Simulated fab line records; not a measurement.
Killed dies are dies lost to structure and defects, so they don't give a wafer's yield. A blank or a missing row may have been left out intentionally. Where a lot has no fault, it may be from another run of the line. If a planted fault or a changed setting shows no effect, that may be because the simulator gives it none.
Which tool is to blame? | flow sky130 | Sampling: 14 lots, 42 wafers, 2 of 708 route steps

## WHAT THE GAUGES READ, wafer by wafer
No reading from a measuring or inspecting step in the record can be judged against a usual standard deviation.

## TOOL THAT RAN EACH LOT (tool first, then ch and the chambers of the sampled wafers, then the start)
lot  | SKY_VIA1_CMP_02               | SKY_PAD_OPEN_PROBE_99
L808 | cmp-02 ch 0,1,2, day 32 12:53 | prober-01, day 45 10:25
L809 | cmp-01 ch 1,2,3, day 32 22:38 | prober-02, day 45 22:16
L810 | cmp-01 ch 0,1,2, day 33 17:37 | prober-01, day 46 09:44
L811 | cmp-02 ch 0,1, day 34 07:25   | prober-01, day 46 21:01
L813 | cmp-01 ch 0,1,3, day 34 09:32 | prober-02, day 46 22:13
L815 | cmp-02 ch 1,2, day 35 03:29   | prober-02, day 47 12:52
L816 | cmp-01 ch 0,2, day 35 11:10   | prober-01, day 47 18:11
L818 | cmp-02 ch 0,1,2, day 36 04:29 | prober-01, day 48 07:52
L824 | cmp-01 ch 0,3, day 37 20:42   | prober-01, day 49 11:10
L825 | cmp-02 ch 0,1,3, day 38 04:04 | prober-02, day 49 17:51
L826 | cmp-02 ch 0,1,3, day 38 05:25 | prober-01, day 49 18:52
L827 | cmp-01 ch 0,3, day 38 20:56   | prober-02, day 50 05:10
L828 | cmp-01 ch 0,2,3, day 39 04:56 | prober-01, day 50 10:26
L831 | cmp-02 ch 0,2,3, day 40 12:55 | prober-01, day 51 05:28
- SKY_VIA1_CMP_02: polishes SiO2.
- SKY_PAD_OPEN_PROBE_99

## WHAT THE TOOLS THEMSELVES READ (means of the sampled wafers that have a number; where no wafer has one, the mark that the record gives instead)
SKY_VIA1_CMP_02.
lot  | tool   | motor current A (A) | slurry flow ml min
L808 | cmp-02 | 11.0                | 150.2
L809 | cmp-01 | 11.5                | 149.9
L810 | cmp-01 | 12.0                | 149.9
L811 | cmp-02 | 11.8                | 150.3
L813 | cmp-01 | 11.5                | 150.1
L815 | cmp-02 | 10.6                | 149.9
L816 | cmp-01 | 12.0                | 149.9
L818 | cmp-02 | 11.1                | 150.1
L824 | cmp-01 | 10.9                | 149.8
L825 | cmp-02 | 12.0                | 149.9
L826 | cmp-02 | 11.7                | 149.6
L827 | cmp-01 | 11.4                | 149.8
L828 | cmp-01 | 11.3                | 150.4
L831 | cmp-02 | 12.5                | 150.0

SKY_PAD_OPEN_PROBE_99.
lot  | tool      | defect limited yield (%) | killed_at_M0_to_M3 | killed_at_M4_up | killed at contacts | killed at front end | killed at other | killed dies | killed on rim | killed open | killed short | sort_bin_3_pad_short (%) | sort_bin_5_function (%) | sort_bin_6_memory (%) | sort n pass | sort yield pct (%)
L808 | prober-01 | 82.2                     | 45                 | 4.3             | 20                 | 18                  | 0.3             | 88          | 14            | 52          | 36           | 0.8                      | 10.9                    | 6.1                   | 404         | 82.2
L809 | prober-02 | 82.5                     | 41                 | 2.7             | 24                 | 18                  | 0.3             | 86          | 14            | 47          | 39           | 0.9                      | 10.7                    | 5.8                   | 406         | 82.5
L810 | prober-01 | 82.7                     | 42                 | 4.7             | 25                 | 13                  | 0.0             | 85          | 14            | 46          | 39           | 0.9                      | 10.5                    | 5.9                   | 407         | 82.7
L811 | prober-01 | 83.5                     | 35                 | 5.0             | 27                 | 14                  | 0.3             | 81          | 18            | 43          | 38           | 1.1                      | 8.6                     | 6.7                   | 411         | 83.5
L813 | prober-02 | 81.7                     | 46                 | 1.7             | 28                 | 14                  | 0.3             | 90          | 17            | 49          | 41           | 1.3                      | 10.9                    | 6.2                   | 402         | 81.7
L815 | prober-02 | 82.3                     | 39                 | 5.3             | 25                 | 18                  | 0.3             | 87          | 16            | 46          | 41           | 1.1                      | 10.6                    | 5.9                   | 405         | 82.3
L816 | prober-01 | 83.5                     | 42                 | 2.7             | 20                 | 15                  | 0.7             | 81          | 19            | 46          | 35           | 0.3                      | 10.4                    | 5.7                   | 411         | 83.5
L818 | prober-01 | 82.9                     | 43                 | 5.7             | 24                 | 11                  | 0.3             | 84          | 14            | 44          | 40           | 0.9                      | 10.1                    | 6.1                   | 408         | 82.9
L824 | prober-01 | 83.5                     | 47                 | 4.0             | 18                 | 12                  | 0.3             | 81          | 17            | 43          | 38           | 0.8                      | 10.1                    | 5.6                   | 411         | 83.5
L825 | prober-02 | 53.4                     | 191                | 2.0             | 22                 | 14                  | 0.3             | 229         | 46            | 47          | 33           | 2.9                      | 27.8                    | 15.8                  | 263         | 53.4
L826 | prober-01 | 57.1                     | 179                | 3.3             | 19                 | 10                  | 0.0             | 211         | 43            | 33          | 40           | 2.6                      | 26.3                    | 14.0                  | 281         | 57.1
L827 | prober-02 | 84.7                     | 41                 | 3.0             | 19                 | 12                  | 0.3             | 75          | 15            | 40          | 34           | 0.5                      | 9.1                     | 5.7                   | 417         | 84.7
L828 | prober-01 | 83.5                     | 45                 | 2.3             | 24                 | 10                  | 0.3             | 81          | 14            | 42          | 39           | 1.1                      | 9.1                     | 6.4                   | 411         | 83.5
L831 | prober-01 | 81.0                     | 48                 | 4.0             | 26                 | 16                  | 0.0             | 93          | 16            | 53          | 40           | 0.7                      | 12.2                    | 6.0                   | 399         | 81.0

## THE ANSWER, worked out from the rows above alone
Rule: usual is defined by the lots themselves. The widest of any qualifying gaps counts: lots, ordered by their means at a reading, are off when they make up no more than a third of the lots, leave a main group of 4 or more, and stand apart from it by 3 or more times the standard deviation of that group's means. A main group is skipped when, at the precision printed for the reading in the tables above, its means are all equal. A lot without any number at a reading at which 4 lots or more have one is off too. All remaining lots with rows at the step are treated as sound. After the gauges, taken in route order, come the tools' own readings; for these a lot's mean is taken, as printed above. At the first step where some lot is off, the reading lying furthest off is the one used; lots without a number count as furthest.
Off, at SKY_PAD_OPEN_PROBE_99 on killed_at_M0_to_M3: L825, L826. Main group: mean 43, sd 3.5.
If a tool, at that step or one of the process steps before it, ran each lot that is off and ran no sound lot following the first of them, it fits. Not one of the candidates tried fits.

## WHAT THE SIMULATOR HAD INSERTED
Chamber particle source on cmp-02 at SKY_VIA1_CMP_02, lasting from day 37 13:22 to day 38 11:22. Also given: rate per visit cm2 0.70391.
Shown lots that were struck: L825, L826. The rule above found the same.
